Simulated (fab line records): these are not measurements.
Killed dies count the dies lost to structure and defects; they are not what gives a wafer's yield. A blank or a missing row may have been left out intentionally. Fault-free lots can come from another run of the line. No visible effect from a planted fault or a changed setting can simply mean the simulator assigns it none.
Chamber matching :: flow gf180mcu :: GF_V4_CMP_04 on cmp-02 has 4 sister chambers
The step polishes SiO2. 4 wafers are shown with their chamber, then 12 later ones without.

== WAFERS, EACH WITH ITS CHAMBER ==
wafer: L089.1
chamber: 0
motor_current_A (A): 11.6

wafer: L093.1
chamber: 1
motor_current_A (A): 11.0

wafer: L093.5
chamber: 2
motor_current_A (A): 13.0

wafer: L093.6
chamber: 3
motor_current_A (A): 14.6

== WAFERS WHOSE CHAMBER IS MISSING ==
wafer: L094.1
motor_current_A (A): 13.2

wafer: L094.3
motor_current_A (A): 11.8

wafer: L094.4
motor_current_A (A): 11.1

wafer: L095.1
motor_current_A (A): 12.1

wafer: L095.3
motor_current_A (A): 11.3

wafer: L095.5
motor_current_A (A): 14.2

wafer: L096.1
motor_current_A (A): 11.4

wafer: L096.2
motor_current_A (A): 13.1

wafer: L096.4
motor_current_A (A): 11.8

wafer: L097.3
motor_current_A (A): 12.6

wafer: L097.5
motor_current_A (A): 12.4

wafer: L097.6
motor_current_A (A): 11.1

== CHAMBER TAKEN BY EACH ==
wafer: L094.1
from the rows above: 2
in truth: 2

wafer: L094.3
from the rows above: can't be placed: 0 or 1
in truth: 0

wafer: L094.4
from the rows above: can't be placed: 1 or 0
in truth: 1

wafer: L095.1
from the rows above: can't be placed: 0 or 2 or 1
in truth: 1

wafer: L095.3
from the rows above: can't be placed: 0 or 1
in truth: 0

wafer: L095.5
from the rows above: 3
in truth: 3

wafer: L096.1
from the rows above: can't be placed: 0 or 1
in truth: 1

wafer: L096.2
from the rows above: 2
in truth: 2

wafer: L096.4
from the rows above: can't be placed: 0 or 1
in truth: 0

wafer: L097.3
from the rows above: can't be placed: 2 or 0
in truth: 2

wafer: L097.5
from the rows above: can't be placed: 2 or 0
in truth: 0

wafer: L097.6
from the rows above: can't be placed: 1 or 0
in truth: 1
Correct placement for 3 of the 12. Unplaceable from these rows: 9, with the true chamber sitting among the candidates in 9. Wrongly placed: 0.
How it was worked out, from the rows above alone: a wafer's distance from a chamber is the root of the sum, over the readings, of the square of ((its reading less the chamber's mean) divided by the reading's scatter). If the next closest chamber is less than 2 further off than the closest, the wafer can't be placed; otherwise it belongs to the closest. The mean given for a chamber averages the wafers shown for that chamber. The scatter: with one shown wafer a chamber, the root of the mean of the squares of how far each hidden wafer lies from its nearest shown one.
